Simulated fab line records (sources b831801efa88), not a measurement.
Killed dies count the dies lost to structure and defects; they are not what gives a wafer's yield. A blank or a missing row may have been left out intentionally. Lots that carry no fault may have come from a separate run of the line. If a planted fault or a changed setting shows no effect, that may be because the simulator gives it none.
Which tool is to blame? || flow gf180mcu || Sampling: 24 lots, 72 wafers, 6 of 602 route steps

== WHAT THE GAUGES SHOWED, per wafer ==
GF_M3_OVL_MEAS_15. Usual: M3_OVL gives -2 nm (standard deviation 5).
{"lot": "L074", "measured": "day 21 06:47", "on": "overlay-02", "M3_OVL (nm)": "-5 -12 -7", "flag": ""}
{"lot": "L075", "measured": "day 21 23:37", "on": "overlay-01", "M3_OVL (nm)": "-6 -4 -2", "flag": ""}
{"lot": "L076", "measured": "day 22 03:59", "on": "overlay-01", "M3_OVL (nm)": "0 4 0", "flag": ""}
{"lot": "L077", "measured": "day 22 09:29", "on": "overlay-01", "M3_OVL (nm)": "4 -1 -1", "flag": ""}
{"lot": "L078", "measured": "day 22 22:51", "on": "overlay-02", "M3_OVL (nm)": "-2 1 0", "flag": ""}
{"lot": "L079", "measured": "day 23 05:41", "on": "overlay-02", "M3_OVL (nm)": "-8 -1 -4", "flag": ""}
{"lot": "L080", "measured": "day 23 21:30", "on": "overlay-02", "M3_OVL (nm)": "0 5 -2", "flag": ""}
{"lot": "L081", "measured": "day 24 03:41", "on": "overlay-02", "M3_OVL (nm)": "3 4 0", "flag": ""}
{"lot": "L082", "measured": "day 24 07:30", "on": "overlay-02", "M3_OVL (nm)": "-9 -1 -4", "flag": ""}
{"lot": "L083", "measured": "day 24 10:32", "on": "overlay-01", "M3_OVL (nm)": "0 -9 -7", "flag": ""}
{"lot": "L084", "measured": "day 25 03:29", "on": "overlay-02", "M3_OVL (nm)": "-13 -2 -5", "flag": ""}
{"lot": "L085", "measured": "day 25 06:41", "on": "overlay-01", "M3_OVL (nm)": "2 -1 -2", "flag": ""}
{"lot": "L086", "measured": "day 25 09:38", "on": "overlay-02", "M3_OVL (nm)": "-1 -11 -7", "flag": ""}
{"lot": "L087", "measured": "day 25 23:59", "on": "overlay-01", "M3_OVL (nm)": "-6 -4 -5", "flag": ""}
{"lot": "L088", "measured": "day 26 07:42", "on": "overlay-02", "M3_OVL (nm)": "1 1 2", "flag": ""}
{"lot": "L089", "measured": "day 27 01:36", "on": "overlay-02", "M3_OVL (nm)": "1 -2 0", "flag": ""}
{"lot": "L090", "measured": "day 27 03:18", "on": "overlay-02", "M3_OVL (nm)": "-2 -2 1", "flag": ""}
{"lot": "L091", "measured": "day 27 04:57", "on": "overlay-02", "M3_OVL (nm)": "5 5 1", "flag": ""}
{"lot": "L092", "measured": "day 27 18:38", "on": "overlay-02", "M3_OVL (nm)": "-3 -3 -1", "flag": ""}
{"lot": "L094", "measured": "day 28 01:56", "on": "overlay-01", "M3_OVL (nm)": "-6 -8 -13", "flag": ""}
{"lot": "L093", "measured": "day 28 02:38", "on": "overlay-02", "M3_OVL (nm)": "-8 -16 -9", "flag": ""}
{"lot": "L095", "measured": "day 28 06:02", "on": "overlay-01", "M3_OVL (nm)": "-5 -7 -3", "flag": ""}
{"lot": "L096", "measured": "day 28 17:20", "on": "overlay-02", "M3_OVL (nm)": "4 4 6", "flag": ""}
{"lot": "L097", "measured": "day 28 22:23", "on": "overlay-02", "M3_OVL (nm)": "-1 -5 2", "flag": ""}

GF_V4_BOW_MEAS_05. Usual: V4_BOW gives 133 um (standard deviation 10).
{"lot": "L074", "measured": "day 23 09:13", "on": "film metro-04", "V4_BOW (um)": "148 149 147", "flag": ""}
{"lot": "L075", "measured": "day 24 00:58", "on": "film metro-03", "V4_BOW (um)": "139 128 136", "flag": ""}
{"lot": "L076", "measured": "day 24 06:16", "on": "film metro-03", "V4_BOW (um)": "148 142 133", "flag": ""}
{"lot": "L077", "measured": "day 24 11:17", "on": "film metro-01", "V4_BOW (um)": "144 147 136", "flag": ""}
{"lot": "L078", "measured": "day 24 23:34", "on": "film metro-03", "V4_BOW (um)": "133 124 126", "flag": ""}
{"lot": "L079", "measured": "day 25 06:16", "on": "film metro-04", "V4_BOW (um)": "133 128 137", "flag": ""}
{"lot": "L080", "measured": "day 25 20:53", "on": "film metro-04", "V4_BOW (um)": "128 132 141", "flag": ""}
{"lot": "L081", "measured": "day 26 03:17", "on": "film metro-04", "V4_BOW (um)": "140 137 135", "flag": ""}
{"lot": "L082", "measured": "day 26 06:38", "on": "film metro-04", "V4_BOW (um)": "146 148 141", "flag": ""}
{"lot": "L083", "measured": "day 26 10:11", "on": "film metro-01", "V4_BOW (um)": "119 117 120", "flag": ""}
{"lot": "L084", "measured": "day 27 01:17", "on": "film metro-04", "V4_BOW (um)": "116 111 113", "flag": ""}
{"lot": "L085", "measured": "day 27 05:44", "on": "film metro-04", "V4_BOW (um)": "149 149 146", "flag": ""}
{"lot": "L086", "measured": "day 27 08:39", "on": "film metro-01", "V4_BOW (um)": "131 128 128", "flag": ""}
{"lot": "L087", "measured": "day 27 21:32", "on": "film metro-01", "V4_BOW (um)": "138 136 129", "flag": ""}
{"lot": "L088", "measured": "day 28 05:06", "on": "film metro-04", "V4_BOW (um)": "125 138 127", "flag": ""}
{"lot": "L089", "measured": "day 28 21:58", "on": "film metro-04", "V4_BOW (um)": "116 116 107", "flag": ""}
{"lot": "L090", "measured": "day 28 22:49", "on": "film metro-01", "V4_BOW (um)": "121 122 126", "flag": ""}
{"lot": "L091", "measured": "day 29 00:57", "on": "film metro-04", "V4_BOW (um)": "141 126 128", "flag": ""}
{"lot": "L092", "measured": "day 29 13:13", "on": "film metro-01", "V4_BOW (um)": "131 134 129", "flag": ""}
{"lot": "L094", "measured": "day 29 20:45", "on": "film metro-01", "V4_BOW (um)": "145 140 132", "flag": ""}
{"lot": "L093", "measured": "day 29 21:11", "on": "film metro-04", "V4_BOW (um)": "130 112 137", "flag": ""}
{"lot": "L095", "measured": "day 29 23:44", "on": "film metro-03", "V4_BOW (um)": "146 141 149", "flag": ""}
{"lot": "L096", "measured": "day 30 11:25", "on": "film metro-03", "V4_BOW (um)": "135 145 123", "flag": ""}
{"lot": "L097", "measured": "day 30 15:23", "on": "film metro-03", "V4_BOW (um)": "128 119 121", "flag": ""}

== WHICH TOOL RAN EACH LOT (tool, then ch and the chambers of the sampled wafers, then the start) ==
{"lot": "L074", "GF_V1_ETCH_17": "rie diel-02 ch 0,2, day 18 02:28 or earlier", "GF_V1_STRIP_18": "plasma asher-02 ch 0, day 18 02:28", "GF_M4_SPUTTER_01": "pvd sputter-01, day 22 09:10", "GF_V4_CMP_04": "cmp-01 ch 0,1, day 23 08:54"}
{"lot": "L075", "GF_V1_ETCH_17": "rie diel-02 ch 0,1,3, day 18 19:07 or earlier", "GF_V1_STRIP_18": "plasma asher-02 ch 0,1, day 18 19:07", "GF_M4_SPUTTER_01": "pvd sputter-04, day 23 01:39", "GF_V4_CMP_04": "cmp-02 ch 1,2,3, day 24 00:43"}
{"lot": "L076", "GF_V1_ETCH_17": "rie diel-01 ch 1,2, day 18 23:05 or earlier", "GF_V1_STRIP_18": "plasma asher-04 ch 0,1, day 18 23:05", "GF_M4_SPUTTER_01": "pvd sputter-02, day 23 06:15", "GF_V4_CMP_04": "cmp-02 ch 1,2, day 24 05:58"}
{"lot": "L077", "GF_V1_ETCH_17": "rie diel-01 ch 0,1,3, day 19 05:49 or earlier", "GF_V1_STRIP_18": "plasma asher-04 ch 0,1, day 19 05:49", "GF_M4_SPUTTER_01": "pvd sputter-02, day 23 11:15", "GF_V4_CMP_04": "cmp-02 ch 1,2,3, day 24 10:59"}
{"lot": "L078", "GF_V1_ETCH_17": "rie diel-03 ch 1,2,3, day 19 20:20 or earlier", "GF_V1_STRIP_18": "plasma asher-02 ch 0,1, day 19 20:20", "GF_M4_SPUTTER_01": "pvd sputter-01, day 24 00:18", "GF_V4_CMP_04": "cmp-02 ch 0,2,3, day 24 23:13"}
{"lot": "L079", "GF_V1_ETCH_17": "rie diel-01 ch 0,1,3, day 20 01:26 or earlier", "GF_V1_STRIP_18": "plasma asher-02 ch 0,1, day 20 01:26", "GF_M4_SPUTTER_01": "pvd sputter-01, day 24 07:22", "GF_V4_CMP_04": "cmp-02 ch 0,3, day 25 05:59"}
{"lot": "L080", "GF_V1_ETCH_17": "rie diel-03 ch 0,2,3, day 20 19:02 or earlier", "GF_V1_STRIP_18": "plasma asher-02 ch 0,1, day 20 19:02", "GF_M4_SPUTTER_01": "pvd sputter-01, day 24 22:16", "GF_V4_CMP_04": "cmp-02 ch 0,1,3, day 25 20:39"}
{"lot": "L081", "GF_V1_ETCH_17": "rie diel-03 ch 0,1,3, day 21 00:52 or earlier", "GF_V1_STRIP_18": "plasma asher-01 ch 0,1, day 21 00:52", "GF_M4_SPUTTER_01": "pvd sputter-04, day 25 04:38", "GF_V4_CMP_04": "cmp-01 ch 0,1, day 26 03:02"}
{"lot": "L082", "GF_V1_ETCH_17": "rie diel-03 ch 0,1,2, day 21 05:45 or earlier", "GF_V1_STRIP_18": "plasma asher-02 ch 0,1, day 21 05:45", "GF_M4_SPUTTER_01": "pvd sputter-02, day 25 07:50", "GF_V4_CMP_04": "cmp-01 ch 0,3, day 26 06:18"}
{"lot": "L083", "GF_V1_ETCH_17": "rie diel-02 ch 0,1,2, day 21 09:13 or earlier", "GF_V1_STRIP_18": "plasma asher-01 ch 0,1, day 21 09:13", "GF_M4_SPUTTER_01": "pvd sputter-02, day 25 10:56", "GF_V4_CMP_04": "cmp-02 ch 0,3, day 26 09:53"}
{"lot": "L084", "GF_V1_ETCH_17": "rie diel-02 ch 1,2,3, day 22 03:31 or earlier", "GF_V1_STRIP_18": "plasma asher-02 ch 0,1, day 22 03:31", "GF_M4_SPUTTER_01": "pvd sputter-04, day 26 03:12", "GF_V4_CMP_04": "cmp-01 ch 0,2,3, day 27 00:58"}
{"lot": "L085", "GF_V1_ETCH_17": "rie diel-02 ch 1,3, day 22 06:28 or earlier", "GF_V1_STRIP_18": "plasma asher-04 ch 0, day 22 06:28", "GF_M4_SPUTTER_01": "pvd sputter-04, day 26 07:19", "GF_V4_CMP_04": "cmp-02 ch 2,3, day 27 05:29"}
{"lot": "L086", "GF_V1_ETCH_17": "rie diel-03 ch 0,1, day 22 10:01 or earlier", "GF_V1_STRIP_18": "plasma asher-04 ch 0,1, day 22 10:01", "GF_M4_SPUTTER_01": "pvd sputter-04, day 26 10:35", "GF_V4_CMP_04": "cmp-01 ch 1,2,3, day 27 08:24"}
{"lot": "L087", "GF_V1_ETCH_17": "rie diel-02 ch 0,1,2, day 23 01:25 or earlier", "GF_V1_STRIP_18": "plasma asher-04 ch 0,1, day 23 01:25", "GF_M4_SPUTTER_01": "pvd sputter-02, day 26 23:38", "GF_V4_CMP_04": "cmp-01 ch 0,2,3, day 27 21:23"}
{"lot": "L088", "GF_V1_ETCH_17": "rie diel-03 ch 0,2, day 23 09:34 or earlier", "GF_V1_STRIP_18": "plasma asher-02 ch 0,1, day 23 09:34", "GF_M4_SPUTTER_01": "pvd sputter-01, day 27 07:31", "GF_V4_CMP_04": "cmp-02 ch 1,2,3, day 28 04:47"}
{"lot": "L089", "GF_V1_ETCH_17": "rie diel-03 ch 0,3, day 24 05:32 or earlier", "GF_V1_STRIP_18": "plasma asher-01 ch 0,1, day 24 05:32", "GF_M4_SPUTTER_01": "pvd sputter-04, day 28 01:23", "GF_V4_CMP_04": "cmp-01 ch 0,3, day 28 21:38"}
{"lot": "L090", "GF_V1_ETCH_17": "rie diel-02 ch 0,1, day 24 06:35 or earlier", "GF_V1_STRIP_18": "plasma asher-01 ch 0,1, day 24 06:35", "GF_M4_SPUTTER_01": "pvd sputter-02, day 28 02:08", "GF_V4_CMP_04": "cmp-01 ch 0,1, day 28 22:29"}
{"lot": "L091", "GF_V1_ETCH_17": "rie diel-01 ch 1,2,3, day 24 08:49 or earlier", "GF_V1_STRIP_18": "plasma asher-02 ch 0,1, day 24 08:49", "GF_M4_SPUTTER_01": "pvd sputter-02, day 28 04:03", "GF_V4_CMP_04": "cmp-02 ch 0,3, day 29 00:38"}
{"lot": "L092", "GF_V1_ETCH_17": "rie diel-01 ch 0,2,3, day 25 00:10 or earlier", "GF_V1_STRIP_18": "plasma asher-02 ch 0,1, day 25 00:10", "GF_M4_SPUTTER_01": "pvd sputter-01, day 28 17:00", "GF_V4_CMP_04": "cmp-01 ch 1,2,3, day 29 12:55"}
{"lot": "L094", "GF_V1_ETCH_17": "rie diel-01 ch 1,2,3, day 25 07:34 or earlier", "GF_V1_STRIP_18": "plasma asher-01 ch 0,1, day 25 07:34", "GF_M4_SPUTTER_01": "pvd sputter-04, day 29 00:44", "GF_V4_CMP_04": "cmp-02 ch 0,1,3, day 29 20:27"}
{"lot": "L093", "GF_V1_ETCH_17": "rie diel-02 ch 2,3, day 25 07:49 or earlier", "GF_V1_STRIP_18": "plasma asher-02 ch 0,1, day 25 07:49", "GF_M4_SPUTTER_01": "pvd sputter-02, day 29 01:02", "GF_V4_CMP_04": "cmp-01 ch 1,2, day 29 20:53"}
{"lot": "L095", "GF_V1_ETCH_17": "rie diel-01 ch 0,1, day 25 12:25 or earlier", "GF_V1_STRIP_18": "plasma asher-04 ch 0,1, day 25 12:25", "GF_M4_SPUTTER_01": "pvd sputter-04, day 29 03:17", "GF_V4_CMP_04": "cmp-02 ch 0,1,3, day 29 23:29"}
{"lot": "L096", "GF_V1_ETCH_17": "rie diel-02 ch 0,1,3, day 26 01:46 or earlier", "GF_V1_STRIP_18": "plasma asher-04 ch 0,1, day 26 01:46", "GF_M4_SPUTTER_01": "pvd sputter-02, day 29 15:02", "GF_V4_CMP_04": "cmp-02 ch 0,1,3, day 30 11:10"}
{"lot": "L097", "GF_V1_ETCH_17": "rie diel-02 ch 0,1, day 26 05:40 or earlier", "GF_V1_STRIP_18": "plasma asher-01 ch 0,1, day 26 05:40", "GF_M4_SPUTTER_01": "pvd sputter-04, day 29 19:43", "GF_V4_CMP_04": "cmp-01 ch 0,1,3, day 30 15:05"}
- GF_V1_ETCH_17: etches SiO2 in C4F8/O2/Ar, stops on TiN, target depth 630 nm.
- GF_V1_STRIP_18: strips in O2/N2.
- GF_M4_SPUTTER_01: material TiN, target thk 30 nm, time 25 s.
- GF_V4_CMP_04: polishes SiO2.

== WHAT THE TOOLS THEMSELVES READ (means of the sampled wafers that have a number; where no wafer has one, the mark that the record gives instead) ==
GF_V1_ETCH_17. Usual: bias w 1199 W, standard deviation 4.3; oes product au 0.855 a.u., standard deviation 0.0048; rf fwd power W 1492 W, standard deviation 4.8.
{"lot": "L074", "tool": "rie diel-02", "bias w (W)": 1200, "oes product au (a.u.)": 0.853, "rf fwd power W (W)": 1487, "flag": ""}
{"lot": "L075", "tool": "rie diel-02", "bias w (W)": 1200, "oes product au (a.u.)": 0.862, "rf fwd power W (W)": 1494, "flag": ""}
{"lot": "L076", "tool": "rie diel-01", "bias w (W)": 1202, "oes product au (a.u.)": 0.860, "rf fwd power W (W)": 1494, "flag": ""}
{"lot": "L077", "tool": "rie diel-01", "bias w (W)": 1201, "oes product au (a.u.)": 0.854, "rf fwd power W (W)": 1490, "flag": ""}
{"lot": "L078", "tool": "rie diel-03", "bias w (W)": 1195, "oes product au (a.u.)": 0.851, "rf fwd power W (W)": 1493, "flag": ""}
{"lot": "L079", "tool": "rie diel-01", "bias w (W)": 1201, "oes product au (a.u.)": 0.851, "rf fwd power W (W)": 1494, "flag": ""}
{"lot": "L080", "tool": "rie diel-03", "bias w (W)": 1200, "oes product au (a.u.)": 0.854, "rf fwd power W (W)": 1487, "flag": ""}
{"lot": "L081", "tool": "rie diel-03", "bias w (W)": 1202, "oes product au (a.u.)": 0.858, "rf fwd power W (W)": 1495, "flag": ""}
{"lot": "L082", "tool": "rie diel-03", "bias w (W)": 1198, "oes product au (a.u.)": 0.858, "rf fwd power W (W)": 1492, "flag": ""}
{"lot": "L083", "tool": "rie diel-02", "bias w (W)": 1198, "oes product au (a.u.)": 0.858, "rf fwd power W (W)": 1497, "flag": ""}
{"lot": "L084", "tool": "rie diel-02", "bias w (W)": 1198, "oes product au (a.u.)": 0.858, "rf fwd power W (W)": 1487, "flag": ""}
{"lot": "L085", "tool": "rie diel-02", "bias w (W)": 1200, "oes product au (a.u.)": 0.856, "rf fwd power W (W)": 1496, "flag": ""}
{"lot": "L086", "tool": "rie diel-03", "bias w (W)": 1193, "oes product au (a.u.)": 0.855, "rf fwd power W (W)": 1493, "flag": ""}
{"lot": "L087", "tool": "rie diel-02", "bias w (W)": 1201, "oes product au (a.u.)": 0.851, "rf fwd power W (W)": 1490, "flag": ""}
{"lot": "L088", "tool": "rie diel-03", "bias w (W)": 1200, "oes product au (a.u.)": 0.860, "rf fwd power W (W)": 1488, "flag": ""}
{"lot": "L089", "tool": "rie diel-03", "bias w (W)": 1196, "oes product au (a.u.)": 0.854, "rf fwd power W (W)": 1492, "flag": ""}
{"lot": "L090", "tool": "rie diel-02", "bias w (W)": 1204, "oes product au (a.u.)": 0.852, "rf fwd power W (W)": 1494, "flag": ""}
{"lot": "L091", "tool": "rie diel-01", "bias w (W)": 1198, "oes product au (a.u.)": 0.856, "rf fwd power W (W)": 1496, "flag": ""}
{"lot": "L092", "tool": "rie diel-01", "bias w (W)": 1194, "oes product au (a.u.)": 0.858, "rf fwd power W (W)": 1493, "flag": ""}
{"lot": "L094", "tool": "rie diel-01", "bias w (W)": 1198, "oes product au (a.u.)": 0.860, "rf fwd power W (W)": 1492, "flag": ""}
{"lot": "L093", "tool": "rie diel-02", "bias w (W)": 1196, "oes product au (a.u.)": 0.854, "rf fwd power W (W)": 1490, "flag": ""}
{"lot": "L095", "tool": "rie diel-01", "bias w (W)": 1200, "oes product au (a.u.)": 0.853, "rf fwd power W (W)": 1491, "flag": ""}
{"lot": "L096", "tool": "rie diel-02", "bias w (W)": 1200, "oes product au (a.u.)": 0.852, "rf fwd power W (W)": 1490, "flag": ""}
{"lot": "L097", "tool": "rie diel-02", "bias w (W)": 1199, "oes product au (a.u.)": 0.855, "rf fwd power W (W)": 1493, "flag": ""}

GF_V1_STRIP_18. Usual: drypump motor current A 6.1 A, standard deviation 0.39; heater power w 370 W, standard deviation 31; oes product au 0.599 a.u., standard deviation 0.0049.
{"lot": "L074", "tool": "plasma asher-02", "drypump motor current A (A)": 5.6, "heater power w (W)": 387, "oes product au (a.u.)": 0.597, "flag": ""}
{"lot": "L075", "tool": "plasma asher-02", "drypump motor current A (A)": 5.7, "heater power w (W)": 404, "oes product au (a.u.)": 0.597, "flag": ""}
{"lot": "L076", "tool": "plasma asher-04", "drypump motor current A (A)": 6.5, "heater power w (W)": 356, "oes product au (a.u.)": 0.604, "flag": ""}
{"lot": "L077", "tool": "plasma asher-04", "drypump motor current A (A)": 6.4, "heater power w (W)": 344, "oes product au (a.u.)": 0.596, "flag": ""}
{"lot": "L078", "tool": "plasma asher-02", "drypump motor current A (A)": 5.7, "heater power w (W)": 402, "oes product au (a.u.)": 0.600, "flag": ""}
{"lot": "L079", "tool": "plasma asher-02", "drypump motor current A (A)": 5.7, "heater power w (W)": 402, "oes product au (a.u.)": 0.597, "flag": ""}
{"lot": "L080", "tool": "plasma asher-02", "drypump motor current A (A)": 5.7, "heater power w (W)": 399, "oes product au (a.u.)": 0.594, "flag": ""}
{"lot": "L081", "tool": "plasma asher-01", "drypump motor current A (A)": 6.5, "heater power w (W)": 341, "oes product au (a.u.)": 0.598, "flag": ""}
{"lot": "L082", "tool": "plasma asher-02", "drypump motor current A (A)": 5.8, "heater power w (W)": 401, "oes product au (a.u.)": 0.597, "flag": ""}
{"lot": "L083", "tool": "plasma asher-01", "drypump motor current A (A)": 6.3, "heater power w (W)": 341, "oes product au (a.u.)": 0.604, "flag": ""}
{"lot": "L084", "tool": "plasma asher-02", "drypump motor current A (A)": 5.6, "heater power w (W)": 403, "oes product au (a.u.)": 0.600, "flag": ""}
{"lot": "L085", "tool": "plasma asher-04", "drypump motor current A (A)": 6.3, "heater power w (W)": 335, "oes product au (a.u.)": 0.598, "flag": ""}
{"lot": "L086", "tool": "plasma asher-04", "drypump motor current A (A)": 6.5, "heater power w (W)": 351, "oes product au (a.u.)": 0.598, "flag": ""}
{"lot": "L087", "tool": "plasma asher-04", "drypump motor current A (A)": 6.5, "heater power w (W)": 354, "oes product au (a.u.)": 0.601, "flag": ""}
{"lot": "L088", "tool": "plasma asher-02", "drypump motor current A (A)": 5.7, "heater power w (W)": 392, "oes product au (a.u.)": 0.605, "flag": ""}
{"lot": "L089", "tool": "plasma asher-01", "drypump motor current A (A)": 6.5, "heater power w (W)": 334, "oes product au (a.u.)": 0.597, "flag": ""}
{"lot": "L090", "tool": "plasma asher-01", "drypump motor current A (A)": 6.5, "heater power w (W)": 334, "oes product au (a.u.)": 0.599, "flag": ""}
{"lot": "L091", "tool": "plasma asher-02", "drypump motor current A (A)": 5.7, "heater power w (W)": 403, "oes product au (a.u.)": 0.603, "flag": ""}
{"lot": "L092", "tool": "plasma asher-02", "drypump motor current A (A)": 5.7, "heater power w (W)": 402, "oes product au (a.u.)": 0.602, "flag": ""}
{"lot": "L094", "tool": "plasma asher-01", "drypump motor current A (A)": 6.5, "heater power w (W)": 337, "oes product au (a.u.)": 0.601, "flag": ""}
{"lot": "L093", "tool": "plasma asher-02", "drypump motor current A (A)": 5.7, "heater power w (W)": 405, "oes product au (a.u.)": 0.600, "flag": ""}
{"lot": "L095", "tool": "plasma asher-04", "drypump motor current A (A)": 6.4, "heater power w (W)": 344, "oes product au (a.u.)": 0.595, "flag": ""}
{"lot": "L096", "tool": "plasma asher-04", "drypump motor current A (A)": 6.5, "heater power w (W)": 359, "oes product au (a.u.)": 0.603, "flag": ""}
{"lot": "L097", "tool": "plasma asher-01", "drypump motor current A (A)": 6.5, "heater power w (W)": 334, "oes product au (a.u.)": 0.601, "flag": ""}

GF_M4_SPUTTER_01. Usual: cathode dc power W 6499.9 W, standard deviation 1.1; throttle valve pct 30.2 %, standard deviation 0.69.
{"lot": "L074", "tool": "pvd sputter-01", "cathode dc power W (W)": 6499.9, "throttle valve pct (%)": 31.0, "flag": ""}
{"lot": "L075", "tool": "pvd sputter-04", "cathode dc power W (W)": 6499.5, "throttle valve pct (%)": 30.1, "flag": ""}
{"lot": "L076", "tool": "pvd sputter-02", "cathode dc power W (W)": 6499.8, "throttle valve pct (%)": 30.4, "flag": ""}
{"lot": "L077", "tool": "pvd sputter-02", "cathode dc power W (W)": 6500.0, "throttle valve pct (%)": 30.2, "flag": ""}
{"lot": "L078", "tool": "pvd sputter-01", "cathode dc power W (W)": 6499.4, "throttle valve pct (%)": 30.4, "flag": ""}
{"lot": "L079", "tool": "pvd sputter-01", "cathode dc power W (W)": 6500.0, "throttle valve pct (%)": 29.9, "flag": ""}
{"lot": "L080", "tool": "pvd sputter-01", "cathode dc power W (W)": 6500.6, "throttle valve pct (%)": 29.7, "flag": ""}
{"lot": "L081", "tool": "pvd sputter-04", "cathode dc power W (W)": 6500.2, "throttle valve pct (%)": 30.3, "flag": ""}
{"lot": "L082", "tool": "pvd sputter-02", "cathode dc power W (W)": 6499.6, "throttle valve pct (%)": 30.4, "flag": ""}
{"lot": "L083", "tool": "pvd sputter-02", "cathode dc power W (W)": 6499.5, "throttle valve pct (%)": 29.7, "flag": ""}
{"lot": "L084", "tool": "pvd sputter-04", "cathode dc power W (W)": 6499.1, "throttle valve pct (%)": 30.2, "flag": ""}
{"lot": "L085", "tool": "pvd sputter-04", "cathode dc power W (W)": 6499.6, "throttle valve pct (%)": 30.1, "flag": ""}
{"lot": "L086", "tool": "pvd sputter-04", "cathode dc power W (W)": 6501.2, "throttle valve pct (%)": 30.5, "flag": ""}
{"lot": "L087", "tool": "pvd sputter-02", "cathode dc power W (W)": 6499.9, "throttle valve pct (%)": 30.4, "flag": ""}
{"lot": "L088", "tool": "pvd sputter-01", "cathode dc power W (W)": 6500.0, "throttle valve pct (%)": 30.7, "flag": ""}
{"lot": "L089", "tool": "pvd sputter-04", "cathode dc power W (W)": 6500.4, "throttle valve pct (%)": 30.4, "flag": ""}
{"lot": "L090", "tool": "pvd sputter-02", "cathode dc power W (W)": 6499.8, "throttle valve pct (%)": 30.6, "flag": ""}
{"lot": "L091", "tool": "pvd sputter-02", "cathode dc power W (W)": 6500.6, "throttle valve pct (%)": 29.6, "flag": ""}
{"lot": "L092", "tool": "pvd sputter-01", "cathode dc power W (W)": 6499.4, "throttle valve pct (%)": 30.9, "flag": ""}
{"lot": "L094", "tool": "pvd sputter-04", "cathode dc power W (W)": 6500.4, "throttle valve pct (%)": 30.3, "flag": ""}
{"lot": "L093", "tool": "pvd sputter-02", "cathode dc power W (W)": 6500.2, "throttle valve pct (%)": 30.0, "flag": ""}
{"lot": "L095", "tool": "pvd sputter-04", "cathode dc power W (W)": 6500.1, "throttle valve pct (%)": 30.2, "flag": ""}
{"lot": "L096", "tool": "pvd sputter-02", "cathode dc power W (W)": 6500.6, "throttle valve pct (%)": 30.2, "flag": ""}
{"lot": "L097", "tool": "pvd sputter-04", "cathode dc power W (W)": 6499.9, "throttle valve pct (%)": 30.2, "flag": ""}

GF_V4_CMP_04. Usual: motor current A 11.9 A, standard deviation 1.1; platen rpm 60.01 rpm, standard deviation 0.047; slurry flow ml min 150.0, standard deviation 0.44; time to endpoint s 81 s, standard deviation 5.
{"lot": "L074", "tool": "cmp-01", "motor current A (A)": 11.3, "platen rpm (rpm)": 59.98, "slurry flow ml min": 149.3, "time to endpoint s (s)": 76, "flag": ""}
{"lot": "L075", "tool": "cmp-02", "motor current A (A)": 11.9, "platen rpm (rpm)": 59.97, "slurry flow ml min": 149.7, "time to endpoint s (s)": 83, "flag": ""}
{"lot": "L076", "tool": "cmp-02", "motor current A (A)": 11.5, "platen rpm (rpm)": 60.00, "slurry flow ml min": 150.2, "time to endpoint s (s)": 81, "flag": ""}
{"lot": "L077", "tool": "cmp-02", "motor current A (A)": 11.9, "platen rpm (rpm)": 59.97, "slurry flow ml min": 150.0, "time to endpoint s (s)": 91, "flag": ""}
{"lot": "L078", "tool": "cmp-02", "motor current A (A)": 12.6, "platen rpm (rpm)": 60.07, "slurry flow ml min": 149.7, "time to endpoint s (s)": 89, "flag": ""}
{"lot": "L079", "tool": "cmp-02", "motor current A (A)": 13.1, "platen rpm (rpm)": 60.02, "slurry flow ml min": 150.0, "time to endpoint s (s)": 82, "flag": ""}
{"lot": "L080", "tool": "cmp-02", "motor current A (A)": 12.8, "platen rpm (rpm)": 60.01, "slurry flow ml min": 150.2, "time to endpoint s (s)": 81, "flag": ""}
{"lot": "L081", "tool": "cmp-01", "motor current A (A)": 11.3, "platen rpm (rpm)": 60.02, "slurry flow ml min": 150.4, "time to endpoint s (s)": 78, "flag": ""}
{"lot": "L082", "tool": "cmp-01", "motor current A (A)": 11.2, "platen rpm (rpm)": 59.98, "slurry flow ml min": 149.7, "time to endpoint s (s)": 80, "flag": ""}
{"lot": "L083", "tool": "cmp-02", "motor current A (A)": 13.4, "platen rpm (rpm)": 60.01, "slurry flow ml min": 149.9, "time to endpoint s (s)": 80, "flag": ""}
{"lot": "L084", "tool": "cmp-01", "motor current A (A)": 11.8, "platen rpm (rpm)": 60.04, "slurry flow ml min": 150.2, "time to endpoint s (s)": 82, "flag": ""}
{"lot": "L085", "tool": "cmp-02", "motor current A (A)": 11.7, "platen rpm (rpm)": 60.03, "slurry flow ml min": 150.4, "time to endpoint s (s)": 75, "flag": ""}
{"lot": "L086", "tool": "cmp-01", "motor current A (A)": 11.3, "platen rpm (rpm)": 60.02, "slurry flow ml min": 149.8, "time to endpoint s (s)": 82, "flag": ""}
{"lot": "L087", "tool": "cmp-01", "motor current A (A)": 11.5, "platen rpm (rpm)": 60.00, "slurry flow ml min": 150.0, "time to endpoint s (s)": 81, "flag": ""}
{"lot": "L088", "tool": "cmp-02", "motor current A (A)": 12.2, "platen rpm (rpm)": 60.01, "slurry flow ml min": 150.5, "time to endpoint s (s)": 83, "flag": ""}
{"lot": "L089", "tool": "cmp-01", "motor current A (A)": 10.6, "platen rpm (rpm)": 60.00, "slurry flow ml min": 149.7, "time to endpoint s (s)": 86, "flag": ""}
{"lot": "L090", "tool": "cmp-01", "motor current A (A)": 11.6, "platen rpm (rpm)": 60.02, "slurry flow ml min": 149.9, "time to endpoint s (s)": 84, "flag": ""}
{"lot": "L091", "tool": "cmp-02", "motor current A (A)": 13.3, "platen rpm (rpm)": 60.03, "slurry flow ml min": 150.2, "time to endpoint s (s)": 80, "flag": ""}
{"lot": "L092", "tool": "cmp-01", "motor current A (A)": 11.8, "platen rpm (rpm)": 59.99, "slurry flow ml min": 149.8, "time to endpoint s (s)": 79, "flag": ""}
{"lot": "L094", "tool": "cmp-02", "motor current A (A)": 13.1, "platen rpm (rpm)": 60.04, "slurry flow ml min": 149.9, "time to endpoint s (s)": 78, "flag": ""}
{"lot": "L093", "tool": "cmp-01", "motor current A (A)": 12.2, "platen rpm (rpm)": 59.96, "slurry flow ml min": 149.9, "time to endpoint s (s)": 80, "flag": ""}
{"lot": "L095", "tool": "cmp-02", "motor current A (A)": 12.7, "platen rpm (rpm)": 60.02, "slurry flow ml min": 150.1, "time to endpoint s (s)": 87, "flag": ""}
{"lot": "L096", "tool": "cmp-02", "motor current A (A)": 13.4, "platen rpm (rpm)": 60.04, "slurry flow ml min": 150.5, "time to endpoint s (s)": 81, "flag": ""}
{"lot": "L097", "tool": "cmp-01", "motor current A (A)": 11.2, "platen rpm (rpm)": 59.99, "slurry flow ml min": 149.9, "time to endpoint s (s)": 77, "flag": ""}

== THE ANSWER, worked out from the rows above alone ==
Rule: a lot is off if the mean of its wafers that have a number lies more than 3 standard deviations from the usual mean. A lot without any number at a reading at which 4 lots or more have one is off too. The other lots that the step has rows for count as sound. The gauges are gone through in route order, then the tools' own readings, and for those a lot's mean is taken as printed above. The first step at which some lot is off is used, and at that step the reading that is off furthest; a lot without a number counts as furthest.
None of the lots is off at any reading shown; this tells nothing.

== WHAT THE SIMULATOR PUT IN ==
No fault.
